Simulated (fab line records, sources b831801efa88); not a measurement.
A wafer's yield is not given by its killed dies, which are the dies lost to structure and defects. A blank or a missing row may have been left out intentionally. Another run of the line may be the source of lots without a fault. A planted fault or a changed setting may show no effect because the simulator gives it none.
Chamber matching :: flow gf180mcu :: GF_STI_CMP_25 on cmp-01 has 4 sister chambers
The step polishes, stops on Si3N4, t overpolish 33 s, target thk 524.6 nm. 4 wafers are shown with their chamber, then 7 later ones without.

## WAFERS WITH THEIR CHAMBER
wafer: L527.1
chamber: 2
motor_current_A (A): 12.9

wafer: L527.6
chamber: 0
motor_current_A (A): 11.5

wafer: L530.1
chamber: 1
motor_current_A (A): 11.6

wafer: L530.4
chamber: 3
motor_current_A (A): 9.8

## WAFERS WHOSE CHAMBER IS MISSING
wafer: L530.5
motor_current_A (A): 12.0

wafer: L531.4
motor_current_A (A): 11.1

wafer: L531.5
motor_current_A (A): 11.0

wafer: L531.6
motor_current_A (A): 11.9

wafer: L532.1
motor_current_A (A): 10.5

wafer: L532.2
motor_current_A (A): 11.6

wafer: L532.6
motor_current_A (A): 11.9

## EACH ONE'S CHAMBER
wafer: L530.5
from the rows above: can't be placed: 1 or 0 or 2
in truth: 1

wafer: L531.4
from the rows above: can't be placed: 0 or 1
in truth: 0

wafer: L531.5
from the rows above: can't be placed: 0 or 1 or 3
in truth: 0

wafer: L531.6
from the rows above: can't be placed: 1 or 0 or 2
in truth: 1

wafer: L532.1
from the rows above: can't be placed: 3 or 0 or 1
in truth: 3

wafer: L532.2
from the rows above: can't be placed: 1 or 0
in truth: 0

wafer: L532.6
from the rows above: can't be placed: 1 or 0 or 2
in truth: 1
Correct placement for 0 of the 7. Can't be placed from these rows: 7 (the true chamber is among the candidates in 7). Placed wrongly: 0.
How it was worked out, from the rows above alone: a wafer's distance from a chamber is the root of the sum, over the readings, of the square of ((its reading less the chamber's mean) divided by the reading's scatter). If the next closest chamber is less than 2 further off than the closest, the wafer can't be placed; otherwise it belongs to the closest. Each chamber's mean is taken over the wafers shown for it. The scatter: with one shown wafer a chamber, the root of the mean of the squares of how far each hidden wafer lies from its nearest shown one.
